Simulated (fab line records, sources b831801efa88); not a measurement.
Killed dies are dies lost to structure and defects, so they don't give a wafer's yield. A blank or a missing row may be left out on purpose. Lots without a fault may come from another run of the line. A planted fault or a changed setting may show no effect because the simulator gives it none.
A struck lot beside a sound one | flow sky130 | 20 steps out of a route of 708
Sound: wafers L759.2, L759.5, L759.6. Struck: wafer L771.1. (L771.2, L771.5 of the same lot were not struck and are left out.) The cause comes at the end.
At each step with rows: each side's tool, then ch and its chambers, then its first start. Under that, the readings that differ: sound wafers | struck wafers | difference of the means | sigmas: that difference in standard deviations of wafers without a fault.
alike: readings whose means differ by less than 2 such deviations, and words and numbers that are the same on both sides. not compared: withheld readings, readings that some wafer has no value for, bounds like >300 that may hide the same value, and numbers for which the record gives no deviation and whose values overlap.
The two part at a step that has a row with sigmas, a row that says differs or no value, or rows on one side only. Numbers that don't overlap but have no deviation are shown without sigmas and don't part them. A reading that every wafer of one side lacks parts them only if that side has two wafers or more.

first, 2 steps without rows for these wafers: SKY_VT_ADJUST_LVTN_PEB_16; SKY_VT_ADJUST_LVTN_DEVELOP_17 (develop time 60 s).
SKY_VT_ADJUST_LVTN_OVL_MEAS_18:
  sound on overlay-02, day 9 01:27; struck on overlay-02, day 12 12:41
  reading                    | sound          | struck | difference | sigmas
  VT_ADJUST_LVTN_01_OVL (nm) | -0.8 -0.6 -1.7 | -4.5   | -3.5       | -2
then, 1 step without rows for these wafers: SKY_VT_ADJUST_LVTN_IMPLANT_19.
SKY_VT_ADJUST_LVTN_STRIP_20: strips in O2/N2.
  sound on plasma_asher-04 ch 0,1, day 9 01:38; struck on plasma_asher-03 ch 0, day 12 12:52
  reading             | sound             | struck | difference | sigmas
  n2_flow_sccm (sccm) | 299.6 299.6 298.6 | 301.1  | +1.8       | +2
  alike: drypump_motor_current_A, oes_product_au, strip_time_to_endpoint_s
  not compared: rf_hours_counter_h
SKY_VT_ADJUST_LVTN_TW_MEAS_21:
  sound on film_metro-03, day 9 01:44; struck on film_metro-03, day 12 12:58
  reading             | sound             | struck | difference | sigmas
  VT_ADJUST_LVTN_2_TW | 188.3 187.5 187.8 | 190.1  | +2.2       | +2
then, 6 steps without rows for these wafers: SKY_VT_ADJUST_NCORE_DEHYDRATE_00 (time 60 s); SKY_VT_ADJUST_NCORE_HMDS_01 (prime time 60 s); SKY_VT_ADJUST_NCORE_COAT_02 (resist thk 1140 nm); SKY_VT_ADJUST_NCORE_SOFTBAKE_03 (time 60 s); SKY_VT_ADJUST_NCORE_EXPOSE_04 (exposes mask LVTN COMPLEMENT THIN, target cd 380 nm); SKY_VT_ADJUST_NCORE_PEB_05.
SKY_VT_ADJUST_NCORE_DEVELOP_06: develop time 60 s.
  sound on litho_track-02 ch 0, day 9 22:50; struck on litho_track-02 ch 0, day 13 13:03
  reading                | sound             | struck | difference | sigmas
  chill_plate_temp_C (C) | 22.87 22.76 22.95 | 23.11  | +0.25      | +2
SKY_VT_ADJUST_NCORE_CD_MEAS_07: target cd 380 nm.
  sound on cd_sem-01, day 9 22:58; struck on cd_sem-02, day 13 13:12
  not compared: cd_nm
SKY_VT_ADJUST_NCORE_OVL_MEAS_08:
  sound on overlay-01, day 9 23:05; struck on overlay-02, day 13 13:19
  not compared: VT_ADJUST_NCORE_OVL
then, 1 step without rows for these wafers: SKY_VT_ADJUST_NCORE_IMPLANT_09.
SKY_VT_ADJUST_NCORE_STRIP_10: strips in O2/N2.
  sound on plasma_asher-02 ch 0,1, day 9 23:16; struck on plasma_asher-03 ch 0, day 13 13:31
  reading                      | sound             | struck | difference | sigmas
  strip_time_to_endpoint_s (s) | 14.18 14.10 14.18 | 14.24  | +0.09      | +2
  alike: drypump_motor_current_A, n2_flow_sccm, oes_product_au
  not compared: rf_hours_counter_h
SKY_VT_ADJUST_NCORE_TW_MEAS_11:
  sound on film_metro-01, day 9 23:22; struck on film_metro-01, day 13 13:37
  reading            | sound             | struck | difference | sigmas
  VT_ADJUST_NCORE_TW | 222.2 223.7 222.9 | 30.5   | -192.4     | -92
then, 1 step without rows for these wafers: SKY_VT_ADJUST_HVTR_DEHYDRATE_00 (time 60 s).
-- the record jumps here: 36 days lie between the struck wafers' starts before and after (it left off in module VT_ADJUST_HVTR and takes up again in module PAD_OPEN, whose first step shown is number 708 of the route) --
SKY_PAD_OPEN_PROBE_99:
  sound on prober-01, day 47 00:46; struck on prober-01, day 49 15:19
  reading                                    | sound                         | struck    | difference | sigmas
  killed_at_M4_up                            | 3 2 2                         | 6         | +4         | +2
  killed_at_front_end                        | 9 16 16                       | 422       | +408       | +97
  killed_dies                                | 77 73 81                      | 492       | +415       | +47
  killed_on_rim                              | 17 19 13                      | 96        | +80        | +19
  model.etest.pfet_16v.r_on_ohm_um           | 1.512e+04 1.472e+04 1.533e+04 | 1.88e+04  | +3.74e+03  |
  model.etest.nfet_16v.r_on_ohm_um           | 1.416e+04 1.398e+04 1.417e+04 | 1.115e+04 | -2.953e+03 |
  model.etest.pfet_g5v0d10v5.r_on_ohm_um     | 4732 4765 4795                | 6167      | +1403      |
  model.etest.tip_p.rs_ohm_sq                | 7010 7007 6943                | 7696      | +709       |
  model.etest.pfet_01v8.r_on_ohm_um          | 2911 2921 2912                | 3352      | +437       |
  model.etest.res_pwell_under_gate.rs_ohm_sq | 2286 2275 2282                | 2591      | +310       |
  model.etest.nfet_g5v0d10v5.r_on_ohm_um     | 1908 1885 1909                | 1607      | -294       |
  model.etest.tip_p_5v.rs_ohm_sq             | 2841 2854 2862                | 3146      | +294       |
  alike: killed_at_M0_to_M3, killed_at_contacts, killed_at_other, killed_open, killed_short

WHERE THEY PART
First at SKY_VT_ADJUST_LVTN_OVL_MEAS_18; last, within this record, at SKY_PAD_OPEN_PROBE_99.

WHY: what the simulator had put in
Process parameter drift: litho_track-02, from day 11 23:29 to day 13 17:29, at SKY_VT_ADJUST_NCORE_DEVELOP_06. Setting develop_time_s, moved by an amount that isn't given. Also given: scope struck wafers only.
